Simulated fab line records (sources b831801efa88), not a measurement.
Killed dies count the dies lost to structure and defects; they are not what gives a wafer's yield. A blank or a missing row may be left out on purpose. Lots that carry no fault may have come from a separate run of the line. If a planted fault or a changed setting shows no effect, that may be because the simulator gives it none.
Matching of chambers    flow gf180mcu    4 sister chambers for GF_V3_ETCH_16 on rie-diel-04
The step etches BARC in N2/H2. 14 wafers are shown with their chamber, then 7 later ones without.

## EACH WAFER AND ITS CHAMBER
wafer   chamber  oes-product-au (a.u.)  throttle-valve-pct (%)
L266.1  1        0.852                  13.232
L266.4  3        0.859                  13.232
L266.6  1        0.852                  13.224
L267.1  3        0.854                  13.213
L267.3  2        0.853                  13.220
L267.4  1        0.855                  13.218
L270.3  0        0.856                  13.238
L270.5  1        0.853                  13.231
L270.6  0        0.856                  13.216
L271.1  1        0.852                  13.205
L271.3  0        0.858                  13.240
L271.6  3        0.856                  13.212
L273.1  0        0.853                  13.217
L273.4  3        0.855                  13.220

SIGNATURES (averages over the wafers above)
reading             chamber 0  chamber 1  chamber 2  chamber 3  scatter within a chamber
oes-product-au      0.85575    0.85280    0.85300    0.85600    0.00183
throttle-valve-pct  13.22775   13.22200   13.22000   13.21925   0.0112
Rule: distance of a wafer from a chamber = root of the sum over the readings of ((wafer's reading minus chamber's mean) / reading's scatter) squared. The wafer belongs to the nearest chamber; if the next one is less than 2 further off, it can't be placed. How the scatter is found: for the shown wafers, subtract from each reading the mean of its chamber, square and add these, divide the total by (wafers less chambers), then take the root.

## WAFERS WITH NO CHAMBER GIVEN
wafer   oes-product-au (a.u.)  throttle-valve-pct (%)
L273.6  0.862                  13.210
L285.1  0.858                  13.230
L285.4  0.856                  13.234
L285.6  0.855                  13.228
L287.1  0.851                  13.204
L287.3  0.860                  13.222
L287.4  0.859                  13.220

## EACH ONE'S CHAMBER
wafer   from the rows above                in truth
L273.6  can't be placed: 3 or 0 or 2 or 1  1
L285.1  can't be placed: 0 or 3 or 2 or 1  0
L285.4  can't be placed: 0 or 3 or 1 or 2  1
L285.6  can't be placed: 0 or 3 or 2 or 1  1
L287.1  can't be placed: 2 or 1 or 3 or 0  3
L287.3  can't be placed: 3 or 0 or 2 or 1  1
L287.4  can't be placed: 3 or 0 or 2 or 1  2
Correctly placed: 0 of 7. From these rows, 7 cannot be placed; in 7 the true chamber is one of the candidates. 0 placed wrongly.
